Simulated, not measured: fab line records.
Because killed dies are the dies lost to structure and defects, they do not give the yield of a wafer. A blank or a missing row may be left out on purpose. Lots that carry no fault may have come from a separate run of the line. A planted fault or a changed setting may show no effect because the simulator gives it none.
Code-filled problem report in 8D (eight disciplines) form    flow sfq_line    the parts of the form that need people (team, actions taken, sign-off) are left out

== 1. PROBLEM STATEMENT ==
Across 6 wafers from 2 lots, M0_NB_RS at SFQ_M0_RS_MEAS_904 averages 0.752 ohm/sq, while fault-free wafers read 0.884 ohm/sq with a standard deviation of 0.013. Relative to the usual mean, that is a shift of -10 standard deviations.
The step: measures by four-point-probe.
First seen on wafer L422.3, day 7 05:37, on film_metro-02. The record holds 42 wafers of 14 lots with a number at this step. Rule for "out", or "out of limits": more than 4 standard deviations from the usual mean. All remaining wafers that have a number are taken as sound.

== 2. WHAT IT IS, WHAT IT ISN'T ==
question                     is                      is not
which readings at this step  M0_NB_RS                -
which lots                   L422, L426              L412, L414, L415, L416, L417, L418, L419, L420, L430, L431, L432, L435
which wafers of those lots   all that have a number  -
read on which gauges         film_metro-02           film_metro-01, film_metro-04
when                         from day 7 05:37        up to then (24 sound wafers); but 12 sound wafers of L430, L431, L432, L435 came after

== 3. SUSPECTS, AND WHAT RULES EACH OUT ==
Counting: a tool at a process step up to the reading stays a suspect if it ran every lot that is out and no sound lot after the first of them.
- the gauge at SFQ_M0_RS_MEAS_904 is ruled out. All the wafers that are out were read on film_metro-02, but those of them that SFQ_TRILAYER_M0_ETCH_METAL_ETCH_024 has rows for are out there too, on other tools.
- pvd_sputter-04 at SFQ_TRILAYER_M0_DEP_SPUTTER_019 (material Nb, target thk 200 nm, time 133.3 s): ruled out as a lasting fault. Sound lots L435 ran on it after its first lot that is out, L422 (day 7 05:29).
Left after counting: nothing in the record.

== 4. THE CAUSE (what the simulator had put in) ==
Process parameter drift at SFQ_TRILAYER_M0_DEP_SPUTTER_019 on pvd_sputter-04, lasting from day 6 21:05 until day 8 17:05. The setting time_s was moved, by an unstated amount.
It was ruled out by counting, in error; the rule expects a fault to strike all lots run on its tool from its start on, and this fault did not.

== 5. SEQUENCE OF EFFECTS, ordered by route ==
Each row: a reading whose mean over the struck wafers that have a number lies more than 3 standard deviations from the usual. Scope: only readings with a usual standard deviation given in the record; hours: median across lots of the time from each lot's start at the first step in this table that gives one to its start at this step; sigmas: change in usual standard deviations.
hours  step                                 reading         usual         on struck wafers  change  sigmas
0      SFQ_M0_RS_MEAS_904                   M0_NB_RS        0.884 ohm/sq  0.752             -0.132  -10
103    SFQ_TRILAYER_M0_ETCH_METAL_ETCH_024  oes_product_au  0.898 a.u.    0.984             +0.086  +10
Here are the process steps it includes:
- SFQ_TRILAYER_M0_ETCH_METAL_ETCH_024: etches Nb in Cl2/Ar, stops on SiO2, target depth 240 nm, time 120 s.
At these later measuring or inspecting steps, every struck wafer for which the step has a row has a number for every such reading, and none has moved that far: SFQ_I0_OVL_MEAS_908.

== 6. HOW IT WOULD HAVE BEEN CAUGHT EARLIER ==
In this record the first reading out of limits at a measuring or inspecting step was taken at day 7 05:37, 9 hours after the fault began at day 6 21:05.
Tool readings at SFQ_TRILAYER_M0_DEP_SPUTTER_019 with a usual standard deviation given in the record: none out on any struck wafer, hence no alarm at a limit of 4 standard deviations on them.
